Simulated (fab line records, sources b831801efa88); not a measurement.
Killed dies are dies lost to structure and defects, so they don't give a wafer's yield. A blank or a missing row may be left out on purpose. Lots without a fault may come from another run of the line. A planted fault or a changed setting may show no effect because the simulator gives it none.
fab line records | flow sky130
record lots=13 wafers=39 last_day=50
route steps=708 shown SD_N@358 SD_P@359 LI_CONTACT@371 PAD_OPEN@708
lots that met no fault: from a run of the same line without faults
start_h: hours from the record's first day to the start of the lot's first wafer shown | wait_h: hours since the lot's step before | " the same as in the row above | L1.1+2: a row that stands for several wafers | - no value, or no start given | * or withheld: withheld | < > ~ a bound
route shown NAME@n: a module of which the file shows steps, and the number in the route of the first | usual: mean/standard deviation of fault-free wafers | same: alike in all rows | chamber/n: place in a boat | sites: the reading at each site | _std_site: their standard deviation | _edge_site: outer sites' mean less inner sites' | radius_mm: how far each site lies from the wafer's centre | mask NAME#n: copy n | behind: the tool/chamber that last shaped the wafer | hold: why the lot was held/for how many hours/how that ended | device: the transistor (n, p or np) that didn't switch | end of line: the same wafers' tests at the end of the route | a step without rows: its recipe alone | killed: dies lost to structure and defects at the first sort, not the wafer's yield | map: a wafer's dies, x killed, . not, _ none there
set.NAME: the setting as run; set.NAME@STEP: as run at that earlier step | model.NAME: the simulator's own value behind a step, which no gauge read
steps of the route over a sample of lots; a table a step, a row a wafer
services: from which hour (start_h, from the record's first day; less than 0 if before it) a tool's chamber was out of use, for how many hours, and why
## steps
# step SKY_SD_N_RS_MEAS_16
# recipe thk_meas_gauge=four-point-probe
# usual SD_N_RS=68.47/0.13
# columns lot.wafer tool chamber start_h wait_h SD_N_RS[ohm/sq]
L316.2 film_metro-02 - 639.57 0.1 68.49
L316.3 " - " " 68.55
L316.4 " - " " 68.68
L317.3 film_metro-04 - 655.44 0.1 68.51
L317.5 " - " " 68.42
L317.6 " - " " 68.54
L318.2 film_metro-01 - 659.07 0.1 68.47
L318.4 " - " " 68.62
L318.6 " - " " 68.48
L319.1 film_metro-01 - 675.00 0.1 68.44
L319.3 " - " " 68.32
L319.5 " - " " 68.47
L320.2 film_metro-04 - 679.32 0.1 68.40
L320.4 " - " " 68.28
L320.5 " - " " 68.35
L322.1 film_metro-02 - 695.60 0.1 68.50
L322.3 " - " " 68.51
L322.5 " - " " 68.49
L324.2 film_metro-02 - 716.52 0.1 68.33
L324.4 " - " " 68.34
L324.6 " - " " 68.42
L326.3 film_metro-02 - 733.14 0.1 68.78
L326.4 " - " " 68.74
L326.5 " - " " 68.61
L328.4 film_metro-02 - 747.86 0.1 68.31
L328.5 " - " " 68.45
L328.6 " - " " 68.32
L330.1 film_metro-01 - 764.65 0.1 68.58
L330.3 " - " " 68.61
L330.4 " - " " 68.69
L337.1 film_metro-04 - 816.20 0.1 68.29
L337.4 " - " " 68.54
L337.5 " - " " 68.31
L338.1 film_metro-01 - 819.45 0.1 68.48
L338.3 " - " " 68.43
L338.4 " - " " 68.56
L339.2 film_metro-01 - 824.42 0.1 68.61
L339.3 " - " " 68.52
L339.6 " - " " 68.70
# step SKY_SD_N_RS_MEAS_17
# recipe thk_meas_gauge=four-point-probe
# usual SD_P_RS=146.9/0.41
# columns lot.wafer tool chamber start_h wait_h SD_P_RS[ohm/sq]
L316.2 film_metro-02 - 639.69 0.1 147.2
L316.3 " - " " 147.2
L316.4 " - " " 147.4
L317.3 film_metro-04 - 655.56 0.1 147.3
L317.5 " - " " 146.9
L317.6 " - " " 147.1
L318.2 film_metro-01 - 659.19 0.1 147.1
L318.4 " - " " 147.0
L318.6 " - " " 147.1
L319.1 film_metro-01 - 675.12 0.1 146.6
L319.3 " - " " 147.0
L319.5 " - " " 146.9
L320.2 film_metro-04 - 679.44 0.1 146.7
L320.4 " - " " 146.4
L320.5 " - " " 146.7
L322.1 film_metro-02 - 695.72 0.1 146.8
L322.3 " - " " 147.0
L322.5 " - " " 146.8
L324.2 film_metro-02 - 716.64 0.1 146.6
L324.4 " - " " 146.4
L324.6 " - " " 146.6
L326.3 film_metro-02 - 733.26 0.1 148.0
L326.4 " - " " 147.7
L326.5 " - " " 147.4
L328.4 film_metro-02 - 747.98 0.1 146.6
L328.5 " - " " 147.1
L328.6 " - " " 146.5
L330.1 film_metro-01 - 764.77 0.1 147.5
L330.3 " - " " 146.9
L330.4 " - " " 147.6
L337.1 film_metro-04 - 816.32 0.1 146.5
L337.4 " - " " 147.0
L337.5 " - " " 146.8
L338.1 film_metro-01 - 819.57 0.1 147.2
L338.3 " - " " 147.1
L338.4 " - " " 146.8
L339.2 film_metro-01 - 824.54 0.1 147.2
L339.3 " - " " 147.5
L339.6 " - " " 147.8
# step SKY_LI_CONTACT_EXPOSE_09
# recipe mask_id=LICM1 na=0.8 source_shape=annular sigma_inner=0.55 sigma_outer=0.85 target_cd_nm=170 dose_mj=38
# columns lot.wafer tool chamber start_h wait_h mask
L316.2+3+4 krf_scanner-01 0 654.55 - LICM1#0
L317.3+5+6 krf_scanner-02 0 671.02 - LICM1#0
L318.2+4+6 krf_scanner-02 0 674.91 - LICM1#0
L319.1+3+5 krf_scanner-02 0 689.69 - LICM1#0
L320.2+4+5 krf_scanner-01 0 694.61 - LICM1#0
L322.1+3+5 krf_scanner-01 0 710.09 - LICM1#0
L324.2+4+6 krf_scanner-02 0 731.98 - LICM1#0
L326.3+4+5 krf_scanner-02 0 747.35 - LICM1#0
L328.4+5+6 krf_scanner-02 0 762.62 - LICM1_R1#0
L330.1+3+4 krf_scanner-02 0 778.76 - LICM1#0
L337.1+4+5 krf_scanner-02 0 829.81 - LICM1#0
L338.1+3+4 krf_scanner-02 0 833.24 - LICM1#0
L339.2+3+6 krf_scanner-01 0 839.08 - LICM1#0
# step SKY_LI_CONTACT_CD_MEAS_12
# recipe target_cd_nm=170
# usual cd_nm=170.0/1.5
# columns lot.wafer tool chamber start_h wait_h cd_nm
L316.2 cd_sem-02 - 668.53 - 167.6
L316.3 " - " " 168.3
L316.4 " - " " 166.4
L317.3 cd_sem-01 - 684.10 - 170.3
L317.5 " - " " 168.2
L317.6 " - " " 168.8
L318.2 cd_sem-02 - 688.28 - 170.9
L318.4 " - " " 170.6
L318.6 " - " " 170.7
L319.1 cd_sem-01 - 704.09 - 168.9
L319.3 " - " " 166.9
L319.5 " - " " 168.3
L320.2 cd_sem-02 - 708.63 - 170.1
L320.4 " - " " 171.4
L320.5 " - " " 170.0
L322.1 cd_sem-01 - 724.81 - 169.9
L322.3 " - " " 170.3
L322.5 " - " " 169.4
L324.2 cd_sem-02 - 745.18 - 167.1
L324.4 " - " " 169.0
L324.6 " - " " 168.4
L326.3 cd_sem-01 - 760.90 - 171.9
L326.4 " - " " 172.8
L326.5 " - " " 170.6
L328.4 cd_sem-02 - 775.17 - 133.8
L328.5 " - " " 136.1
L328.6 " - " " 135.5
L330.1 cd_sem-02 - 792.01 - 170.4
L330.3 " - " " 172.3
L330.4 " - " " 170.2
L337.1 cd_sem-01 - 843.68 - 172.3
L337.4 " - " " 174.2
L337.5 " - " " 172.5
L338.1 cd_sem-01 - 846.51 - 168.1
L338.3 " - " " 169.5
L338.4 " - " " 168.1
L339.2 cd_sem-01 - 851.43 - 169.7
L339.3 " - " " 170.0
L339.6 " - " " 169.7
# step SKY_LI_CONTACT_SPUTTER_20
# recipe material=TiN target_thk_nm=20 chamber_pressure_pa=5 power_w=4000 time_s=80
# usual throttle_valve_pct=30.3/0.72
# columns lot.wafer tool chamber start_h wait_h throttle_valve_pct
L316.2 pvd_sputter-03 - 669.34 0.0 30.5
L316.3 " - " " 30.4
L316.4 " - " " 29.9
L317.3 pvd_sputter-02 - 684.71 0.0 28.7
L317.5 " - " " 28.6
L317.6 " - " " 30.1
L318.2 pvd_sputter-03 - 689.09 0.0 30.0
L318.4 " - " " 30.5
L318.6 " - " " 29.8
L319.1 pvd_sputter-02 - 704.76 0.0 29.9
L319.3 " - " " 28.4
L319.5 " - " " 28.7
L320.2 pvd_sputter-03 - 709.28 0.0 29.7
L320.4 " - " " 31.4
L320.5 " - " " 31.6
L322.1 pvd_sputter-03 - 725.46 0.0 30.2
L322.3 " - " " 30.3
L322.5 " - " " 31.4
L324.2 pvd_sputter-04 - 745.81 0.0 29.9
L324.4 " - " " 30.5
L324.6 " - " " 30.3
L326.3 pvd_sputter-04 - 761.51 0.0 30.7
L326.4 " - " " 29.7
L326.5 " - " " 29.8
L328.4 pvd_sputter-04 - 775.76 0.0 30.2
L328.5 " - " " 29.9
L328.6 " - " " 31.6
L330.1 pvd_sputter-02 - 792.73 0.0 30.2
L330.3 " - " " 28.7
L330.4 " - " " 30.2
L337.1 pvd_sputter-02 - 844.35 0.0 30.1
L337.4 " - " " 30.2
L337.5 " - " " 30.1
L338.1 pvd_sputter-03 - 847.34 0.0 31.6
L338.3 " - " " 30.2
L338.4 " - " " 29.9
L339.2 pvd_sputter-03 - 852.07 0.0 30.2
L339.3 " - " " 29.8
L339.6 " - " " 31.3
# step SKY_PAD_OPEN_PROBE_99
# usual killed_at_M0_to_M3=42/7.6 killed_at_M4_up=3.4/2 killed_at_contacts=24/5.9 killed_at_front_end=16/4.5 killed_at_other=0.4/0.58 killed_dies=86/10 killed_on_rim=17/4.2 killed_open=47/7.6 killed_short=39/6.7
# same gross_dies=492 killed_at_back_side=0
# columns lot.wafer tool chamber start_h wait_h killed_at_M0_to_M3 killed_at_M4_up killed_at_contacts killed_at_front_end killed_at_other killed_dies killed_on_rim killed_open killed_short
L316.2 prober-02 - 1070.18 0.1 39 2 20 14 0 75 19 34 41
L316.3 prober-02 - 1070.23 0.2 45 1 18 20 0 84 16 48 36
L316.4 prober-02 - 1070.28 0.2 39 3 23 5 0 70 10 41 29
L317.3 prober-02 - 1082.08 0.2 42 2 20 14 0 78 19 43 35
L317.5 prober-02 - 1082.18 0.2 33 8 22 15 0 78 13 39 39
L317.6 prober-02 - 1082.23 0.2 37 4 31 16 1 89 20 47 42
L318.2 prober-02 - 1087.33 0.1 38 5 18 15 1 77 11 34 42
L318.4 prober-02 - 1087.43 0.2 42 3 29 28 1 103 24 58 45
L318.6 prober-02 - 1087.53 0.2 48 2 20 20 1 91 18 49 40
L319.1 prober-02 - 1096.78 0.1 36 2 34 23 0 95 12 46 49
L319.3 prober-02 - 1096.88 0.2 35 5 23 22 0 85 18 43 42
L319.5 prober-02 - 1096.98 0.2 37 3 13 17 1 71 13 33 37
L320.2 prober-02 - 1102.73 0.1 37 5 23 19 0 84 13 46 37
L320.4 prober-02 - 1102.83 0.2 43 1 25 23 0 92 19 57 35
L320.5 prober-02 - 1102.88 0.2 44 2 23 14 0 83 23 40 42
L322.1 prober-02 - 1110.84 0.1 38 3 33 15 1 90 19 52 37
L322.3 prober-02 - 1110.94 0.2 49 3 24 18 2 96 16 60 34
L322.5 prober-02 - 1111.04 0.2 38 5 22 15 0 80 20 37 42
L324.2 prober-02 - 1130.13 0.1 52 3 23 12 0 90 20 49 41
L324.4 prober-02 - 1130.23 0.2 62 2 28 14 1 107 17 56 51
L324.6 prober-02 - 1130.33 0.2 49 1 28 16 0 94 21 58 36
L326.3 prober-02 - 1137.63 0.2 32 6 20 11 0 69 10 42 26
L326.4 prober-02 - 1137.68 0.2 37 5 11 18 0 71 15 40 30
L326.5 prober-02 - 1137.73 0.2 37 3 18 27 2 87 14 50 36
L328.4 prober-02 - 1149.44 0.2 49 4 324 21 1 399 64 54 45
L328.5 prober-02 - 1149.49 0.2 45 3 344 13 1 406 70 46 47
L328.6 prober-02 - 1149.54 0.2 49 2 336 17 1 405 67 46 43
L330.1 prober-02 - 1160.26 0.1 39 3 20 23 0 85 17 44 41
L330.3 prober-02 - 1160.36 0.2 38 4 13 28 0 83 17 43 40
L330.4 prober-02 - 1160.41 0.2 39 3 17 12 0 71 13 33 38
L337.1 prober-02 - 1193.58 0.1 45 4 28 15 1 93 20 56 36
L337.4 prober-02 - 1193.73 0.2 39 4 25 12 0 80 21 42 38
L337.5 prober-02 - 1193.78 0.2 38 5 32 14 0 89 20 54 35
L338.1 prober-02 - 1195.63 0.1 43 2 32 17 0 94 24 54 38
L338.3 prober-02 - 1195.73 0.2 40 4 26 16 1 87 17 49 38
L338.4 prober-02 - 1195.78 0.2 40 1 15 21 0 77 16 48 28
L339.2 prober-02 - 1200.92 2.0 39 4 16 15 0 74 13 44 30
L339.3 prober-02 - 1200.97 2.0 45 1 27 15 0 88 15 47 41
L339.6 prober-02 - 1201.12 2.1 48 5 22 11 0 86 22 46 40
# killed by level:class
L316.2 CONTACT:geometric_particle:open=9 VIA1:geometric_particle:open=9 METAL1:geometric_particle:short=6 METAL2:geometric_particle:short=5 CONTACT:geometric_particle:short=4 VIA1:geometric_particle:short=4 VIA2:geometric_particle:open=4 FIELD_ISO:geometric_particle:short=3
L316.3 VIA1:geometric_particle:open=13 VIA2:geometric_particle:open=7 POLY_GATE:geometric_particle:short=6 LI_CONTACT:geometric_particle:open=6 CONTACT:geometric_particle:open=6 METAL1:geometric_particle:short=6 VIA3:geometric_particle:open=6 FIELD_ISO:geometric_particle:short=5
L316.4 CONTACT:geometric_particle:open=9 VIA1:geometric_particle:open=8 LI_CONTACT:geometric_particle:open=8 METAL1:geometric_particle:short=6 METAL1:geometric_particle:open=5 VIA2:geometric_particle:open=4 VIA3:geometric_particle:open=4 CONTACT:geometric_particle:short=3
L317.3 VIA1:geometric_particle:open=16 LOCAL_INTERCONNECT:geometric_particle:short=6 VIA3:geometric_particle:open=6 CONTACT:geometric_particle:open=5 VIA3:geometric_particle:short=5 LI_CONTACT:geometric_particle:open=4 POLY_GATE:geometric_particle:short=4 METAL1:geometric_particle:open=4
L317.5 CONTACT:geometric_particle:open=10 LOCAL_INTERCONNECT:geometric_particle:short=8 VIA1:geometric_particle:open=8 VIA3:geometric_particle:open=7 METAL4:geometric_particle:short=7 METAL3:geometric_particle:short=6 FIELD_ISO:geometric_particle:short=4 FIELD_ISO:geometric_particle:open=3
L317.6 CONTACT:geometric_particle:open=9 LI_CONTACT:geometric_particle:open=8 VIA1:geometric_particle:open=8 VIA3:geometric_particle:open=7 CONTACT:geometric_particle:short=7 LOCAL_INTERCONNECT:geometric_particle:short=6 FIELD_ISO:geometric_particle:open=4 FIELD_ISO:geometric_particle:short=4
L318.2 VIA1:geometric_particle:open=8 FIELD_ISO:geometric_particle:short=6 VIA1:geometric_particle:short=6 LI_CONTACT:geometric_particle:open=5 CONTACT:geometric_particle:open=5 CONTACT:geometric_particle:short=4 METAL1:geometric_particle:short=4 VIA2:geometric_particle:open=4
L318.4 CONTACT:geometric_particle:open=12 POLY_GATE:geometric_particle:open=11 VIA1:geometric_particle:open=10 LI_CONTACT:geometric_particle:open=8 METAL2:geometric_particle:short=8 LOCAL_INTERCONNECT:geometric_particle:short=5 FIELD_ISO:geometric_particle:short=5 SPACER:geometric_particle:open=5
L318.6 VIA1:geometric_particle:open=13 CONTACT:geometric_particle:open=10 VIA1:geometric_particle:short=9 METAL1:geometric_particle:short=7 VIA2:geometric_particle:open=6 FIELD_ISO:geometric_particle:open=5 POLY_GATE:geometric_particle:open=4 SPACER:geometric_particle:short=3
L319.1 LI_CONTACT:geometric_particle:open=11 VIA1:geometric_particle:open=8 LI_CONTACT:geometric_particle:short=7 CONTACT:geometric_particle:short=7 VIA3:geometric_particle:open=6 FIELD_ISO:geometric_particle:short=5 METAL2:geometric_particle:short=5 POLY_GATE:geometric_particle:short=4
L319.3 CONTACT:geometric_particle:open=10 FIELD_ISO:geometric_particle:short=7 VIA1:geometric_particle:open=6 VIA1:geometric_particle:short=6 VIA3:geometric_particle:open=6 VIA3:geometric_particle:short=4 LI_CONTACT:geometric_particle:open=4 LOCAL_INTERCONNECT:geometric_particle:short=4
L319.5 VIA1:geometric_particle:open=9 POLY_GATE:geometric_particle:short=6 VIA1:geometric_particle:short=5 LOCAL_INTERCONNECT:geometric_particle:short=5 METAL2:geometric_particle:short=5 VIA3:geometric_particle:open=5 FIELD_ISO:geometric_particle:open=3 LI_CONTACT:geometric_particle:open=3
L320.2 CONTACT:geometric_particle:open=9 VIA1:geometric_particle:open=7 FIELD_ISO:geometric_particle:short=6 CONTACT:geometric_particle:short=6 FIELD_ISO:geometric_particle:open=5 LI_CONTACT:geometric_particle:open=5 VIA2:geometric_particle:open=5 VIA3:geometric_particle:short=5
L320.4 CONTACT:geometric_particle:open=12 VIA1:geometric_particle:open=12 VIA3:geometric_particle:open=8 FIELD_ISO:geometric_particle:open=5 CONTACT:geometric_particle:short=5 POLY_GATE:geometric_particle:short=4 POLY_GATE:geometric_particle:open=4 POLY_CUT:geometric_particle:open=4
L320.5 VIA1:geometric_particle:open=12 FIELD_ISO:geometric_particle:short=8 LI_CONTACT:geometric_particle:open=8 VIA1:geometric_particle:short=8 CONTACT:geometric_particle:open=6 METAL2:geometric_particle:short=6 VIA2:geometric_particle:open=6 POLY_GATE:geometric_particle:open=4
L322.1 CONTACT:geometric_particle:open=16 VIA3:geometric_particle:open=9 VIA1:geometric_particle:open=8 METAL3:geometric_particle:short=6 LI_CONTACT:geometric_particle:open=5 CONTACT:geometric_particle:short=5 METAL2:geometric_particle:short=5 FIELD_ISO:geometric_particle:short=3
L322.3 CONTACT:geometric_particle:open=12 VIA1:geometric_particle:open=9 FIELD_ISO:geometric_particle:open=8 VIA2:geometric_particle:open=8 VIA1:geometric_particle:short=8 POLY_GATE:geometric_particle:open=5 LI_CONTACT:geometric_particle:open=5 VIA2:geometric_particle:short=5
L322.5 VIA1:geometric_particle:open=10 CONTACT:geometric_particle:open=7 METAL2:geometric_particle:short=6 POLY_GATE:geometric_particle:short=5 LI_CONTACT:geometric_particle:open=5 VIA3:geometric_particle:short=5 POLY_GATE:geometric_particle:open=4 CONTACT:geometric_particle:short=4
L324.2 VIA1:geometric_particle:open=17 LOCAL_INTERCONNECT:geometric_particle:short=10 VIA3:geometric_particle:open=9 METAL1:geometric_particle:short=8 FIELD_ISO:geometric_particle:open=6 FIELD_ISO:geometric_particle:short=5 CONTACT:geometric_particle:open=5 VIA2:geometric_particle:open=5
L324.4 VIA2:geometric_particle:open=14 VIA1:geometric_particle:open=11 CONTACT:geometric_particle:open=9 METAL2:geometric_particle:short=9 LI_CONTACT:geometric_particle:open=7 CONTACT:geometric_particle:short=7 METAL1:geometric_particle:short=7 VIA3:geometric_particle:open=6
L324.6 VIA3:geometric_particle:open=10 VIA2:geometric_particle:open=10 LI_CONTACT:geometric_particle:open=9 CONTACT:geometric_particle:open=7 VIA1:geometric_particle:open=7 VIA1:geometric_particle:short=7 CONTACT:geometric_particle:short=6 POLY_GATE:geometric_particle:open=4
L326.3 CONTACT:geometric_particle:open=9 VIA1:geometric_particle:open=9 METAL1:geometric_particle:short=7 VIA3:geometric_particle:open=5 LI_CONTACT:geometric_particle:open=5 METAL2:geometric_particle:short=4 METAL4:geometric_particle:short=4 FIELD_ISO:geometric_particle:open=3
L326.4 METAL1:geometric_particle:short=10 CONTACT:geometric_particle:open=7 POLY_GATE:geometric_particle:open=6 FIELD_ISO:geometric_particle:open=5 VIA2:geometric_particle:open=5 VIA1:geometric_particle:open=5 VIA3:geometric_particle:open=4 POLY_GATE:geometric_particle:short=3
L326.5 VIA1:geometric_particle:open=12 CONTACT:geometric_particle:open=11 FIELD_ISO:geometric_particle:open=8 POLY_GATE:geometric_particle:open=6 METAL2:geometric_particle:short=6 FIELD_ISO:geometric_particle:short=5 POLY_GATE:geometric_particle:short=5 METAL1:geometric_particle:short=5
L328.4 LI_CONTACT:area_expose=300 VIA1:geometric_particle:open=11 LI_CONTACT:geometric_particle:open=9 CONTACT:geometric_particle:open=9 FIELD_ISO:geometric_particle:short=7 VIA3:geometric_particle:open=7 FIELD_ISO:geometric_particle:open=6 METAL1:geometric_particle:short=6
L328.5 LI_CONTACT:area_expose=311 CONTACT:geometric_particle:open=15 VIA2:geometric_particle:open=10 CONTACT:geometric_particle:short=8 VIA1:geometric_particle:open=8 METAL2:geometric_particle:short=7 LI_CONTACT:geometric_particle:open=5 METAL1:geometric_particle:short=5
L328.6 LI_CONTACT:area_expose=316 VIA2:geometric_particle:open=9 VIA1:geometric_particle:open=8 VIA1:geometric_particle:short=8 CONTACT:geometric_particle:open=7 LOCAL_INTERCONNECT:geometric_particle:short=6 METAL2:geometric_particle:short=6 FIELD_ISO:geometric_particle:open=5
L330.1 VIA1:geometric_particle:open=8 VIA3:geometric_particle:open=7 FIELD_ISO:geometric_particle:short=6 POLY_GATE:geometric_particle:open=6 VIA2:geometric_particle:open=6 VIA1:geometric_particle:short=5 CONTACT:geometric_particle:open=5 METAL1:geometric_particle:short=5
L330.3 FIELD_ISO:geometric_particle:open=10 METAL1:geometric_particle:short=9 FIELD_ISO:geometric_particle:short=7 VIA3:geometric_particle:open=7 POLY_GATE:geometric_particle:short=6 CONTACT:geometric_particle:open=6 VIA1:geometric_particle:short=5 VIA2:geometric_particle:open=5
L330.4 VIA1:geometric_particle:short=9 VIA1:geometric_particle:open=7 METAL2:geometric_particle:short=7 POLY_GATE:geometric_particle:open=6 CONTACT:geometric_particle:open=6 VIA3:geometric_particle:open=5 LOCAL_INTERCONNECT:geometric_particle:short=4 METAL1:geometric_particle:short=4
L337.1 VIA1:geometric_particle:open=11 CONTACT:geometric_particle:open=9 LI_CONTACT:geometric_particle:open=8 VIA3:geometric_particle:open=8 LI_CONTACT:geometric_particle:short=6 METAL1:geometric_particle:short=6 VIA3:geometric_particle:short=6 FIELD_ISO:geometric_particle:open=4
L337.4 CONTACT:geometric_particle:open=10 VIA1:geometric_particle:open=8 VIA3:geometric_particle:open=6 METAL1:geometric_particle:short=5 METAL2:geometric_particle:short=5 POLY_GATE:geometric_particle:open=4 LI_CONTACT:geometric_particle:open=4 LOCAL_INTERCONNECT:geometric_particle:short=4
L337.5 CONTACT:geometric_particle:open=12 LI_CONTACT:geometric_particle:open=10 VIA3:geometric_particle:open=9 VIA2:geometric_particle:open=7 POLY_GATE:geometric_particle:short=5 VIA1:geometric_particle:open=5 POLY_GATE:geometric_particle:open=4 LI_CONTACT:geometric_particle:short=4
L338.1 LI_CONTACT:geometric_particle:open=11 CONTACT:geometric_particle:open=9 VIA3:geometric_particle:open=9 VIA2:geometric_particle:open=5 LOCAL_INTERCONNECT:geometric_particle:short=5 CONTACT:geometric_particle:short=5 VIA1:geometric_particle:open=5 POLY_GATE:geometric_particle:open=4
L338.3 CONTACT:geometric_particle:open=9 METAL1:geometric_particle:short=8 LI_CONTACT:geometric_particle:open=7 VIA1:geometric_particle:open=7 LOCAL_INTERCONNECT:geometric_particle:short=5 METAL2:geometric_particle:short=5 VIA3:geometric_particle:open=5 POLY_GATE:geometric_particle:open=4
L338.4 VIA1:geometric_particle:open=10 VIA3:geometric_particle:open=9 CONTACT:geometric_particle:open=5 POLY_GATE:geometric_particle:open=5 METAL2:geometric_particle:short=5 FIELD_ISO:geometric_particle:short=4 FIELD_ISO:geometric_particle:open=3 POLY_GATE:geometric_particle:short=3
L339.2 VIA1:geometric_particle:open=8 METAL1:geometric_particle:short=7 VIA3:geometric_particle:open=7 VIA2:geometric_particle:open=7 LI_CONTACT:geometric_particle:open=5 CONTACT:geometric_particle:open=5 POLY_GATE:geometric_particle:open=4 LOCAL_INTERCONNECT:geometric_particle:short=4
L339.3 VIA1:geometric_particle:open=11 CONTACT:geometric_particle:open=10 VIA3:geometric_particle:short=8 LI_CONTACT:geometric_particle:open=6 VIA3:geometric_particle:open=6 LOCAL_INTERCONNECT:geometric_particle:short=5 POLY_GATE:geometric_particle:short=4 VIA2:geometric_particle:open=4
L339.6 VIA3:geometric_particle:open=12 LI_CONTACT:geometric_particle:open=8 METAL1:geometric_particle:short=8 METAL2:geometric_particle:short=8 LOCAL_INTERCONNECT:geometric_particle:short=6 VIA1:geometric_particle:open=6 VIA2:geometric_particle:open=5 CONTACT:geometric_particle:open=4
## services
# columns tool chamber start_h hours kind
pvd_sputter-02 - 660.15 2.2 repair
krf_scanner-01 0 664.19 - calibration
krf_scanner-02 - 675.47 0.5 repair
pvd_sputter-04 - 677.94 1.8 repair
krf_scanner-02 - 733.97 0.8 pm
krf_scanner-01 - 735.55 1.0 pm
krf_scanner-02 0 754.83 - calibration
krf_scanner-01 - 762.34 1.3 pm
pvd_sputter-04 - 766.76 3.1 repair
krf_scanner-01 - 769.07 0.8 pm
krf_scanner-01 - 775.37 0.4 repair
krf_scanner-02 - 782.73 1.0 pm
krf_scanner-02 - 788.07 0.6 repair
pvd_sputter-04 1 796.00 - consumable_replace:kit
pvd_sputter-04 1 796.00 18.0 scheduled_down
pvd_sputter-04 1 796.00 18.0 vent_cycle
krf_scanner-02 - 799.14 1.3 pm
pvd_sputter-03 3 832.59 - consumable_replace:kit
pvd_sputter-03 3 832.59 18.0 scheduled_down
pvd_sputter-03 3 832.59 18.0 vent_cycle
pvd_sputter-02 - 840.35 2.9 repair
krf_scanner-01 0 842.84 - calibration
krf_scanner-02 - 843.81 2.2 repair
## key
first_sign step=SKY_LI_CONTACT_EXPOSE_09 reading=mask direction=changed
effect step=SKY_LI_CONTACT_CD_MEAS_12 reading=cd_nm direction=down sigmas=23 usual=170.0 struck=135.2
effect step=SKY_PAD_OPEN_PROBE_99 reading=killed_at_contacts direction=up sigmas=52 usual=24 struck=335
more_kills_born_at SKY_LI_CONTACT_EXPOSE_09@krf_scanner-02=927
met_at SKY_LI_CONTACT_EXPOSE_09
struck_lots L328
later_rows_left_out L328.4,L328.5,L328.6
tester_left_out L328
not_acting_at SKY_SD_N_RS_MEAS_16,SKY_SD_N_RS_MEAS_17,SKY_LI_CONTACT_SPUTTER_20
onset_between 747.35 762.62
fault kind=wrong_mask tool=any chamber=- onset_h=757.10 steps=SKY_LI_CONTACT_EXPOSE_09 aux_copy=LICM1_R1#0 cd_offset_nm=-34 scope=struck_lots_only
# tester_left_out: of these lots the tester's yield and bins aren't shown, on N5 and GAA mostly nor the transistor test; their killed dies are dies lost to structure and defects alone, not to doping, threshold or leakage, so they don't give the yield
# later_rows_left_out: the simulator's readings of these wafers behind a module that went badly wrong aren't trusted and aren't shown, but for the sort
